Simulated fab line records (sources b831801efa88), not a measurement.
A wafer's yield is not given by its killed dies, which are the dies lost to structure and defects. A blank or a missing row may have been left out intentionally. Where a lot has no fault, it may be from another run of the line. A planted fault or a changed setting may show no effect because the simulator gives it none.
One fault seen from 2 desks    flow gf180mcu    numbers are kept per desk, each desk with only its own; the story behind them comes last

AT THE METROLOGY DESK
Means of the sampled wafers that have a number, per lot and without regard to the tool the lot ran on: this is what the gauges read. A lot is out of limits, marked OUT, if its mean lies more than 4 standard deviations from the usual mean; the brackets give that distance.
Columns: A = HV_LDD_RS at GF_HV_LDD_RS_MEAS_53, usual 417.8 ohm/sq; B = V1_CVD_00_THK at GF_V1_THK_MEAS_01, usual 601 nm; C = cd-nm at GF_V1_CD_MEAS_14, usual 260.8 nm
lot   first seen here  A                 B    C
L544  day 12 18:55     419.7             603  261.6
L546  day 13 11:53     416.2             598  261.6
L548  day 13 15:02     418.0             610  261.2
L549  day 14 12:29     417.9             598  260.8
L550  day 14 12:47     416.9             599  261.0
L551  day 14 13:38     417.6             603  260.1
L552  day 15 11:19     417.6             604  261.7
L553  day 15 11:35     418.7             600  260.4
L555  day 15 22:59     417.0             599  260.9
L557  day 17 08:48     414.2             601  262.4
L559  day 17 15:19     412.6 (-5.3) OUT  599  259.4
L560  day 17 15:50     418.2             605  260.4
L562  day 18 12:53     414.6             602  262.0
L567  day 20 11:38     418.1             599  259.0
This desk reports L559 out of limits; the earliest was L559 at day 17 15:19 (HV_LDD_RS at GF_HV_LDD_RS_MEAS_53). L544, L546, L548, L549, L550, L551, L552, L553, L555, L557, L560, L562, L567 stayed within limits.

AT THE TOOL OWNER'S DESK: rtp-anneal-02
At GF_HV_LDD_RTA_52 (time 10 s), the tool's own readings, given per lot that ran on this tool as the mean of the sampled wafers with a number. A lot is out of limits, marked OUT, if its mean lies more than 4 standard deviations from the usual mean; the brackets give that distance.
Columns: A = lamp-power-pct at GF_HV_LDD_RTA_52, usual 32.8 %; B = wafer_temp_C_max at GF_HV_LDD_RTA_52, usual 1003.9
lot   first seen here  A               B
L544  day 12 18:50     31.9            1003.3
L550  day 14 12:43     31.9            1004.4
L552  day 15 11:14     31.9            1003.9
L555  day 15 22:55     31.9            1002.7
L557  day 17 08:44     23.6 (-11) OUT  886.9 (-99 or more) OUT
L559  day 17 15:14     23.6 (-11) OUT  887.2 (-99 or more) OUT
L562  day 18 12:49     23.5 (-11) OUT  887.6 (-99 or more) OUT
This desk's verdict: out of limits on L557, L559, L562, starting with L557 at day 17 08:44 (lamp-power-pct at GF_HV_LDD_RTA_52). L544, L550, L552, L555 stayed within limits.

BROUGHT TOGETHER
The tool owner's desk could have raised an alarm at day 17 08:44, on L557, L559, L562.
L559 would have let the metrology desk raise an alarm at day 17 15:19.
The metrology desk holds a record of L557, L562, inside its limits.
GF_HV_LDD_RTA_52 was run on rtp-anneal-02 by each of the lots named.

WHAT HAD BEEN PUT IN BY THE SIMULATOR
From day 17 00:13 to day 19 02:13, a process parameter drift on rtp-anneal-02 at GF_HV_LDD_RTA_52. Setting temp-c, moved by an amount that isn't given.
Struck lots among those shown: L557, L559, L562.
Time in hours from fault onset to the first out-of-limits reading at each desk: tool owner's desk 9, metrology desk 15.
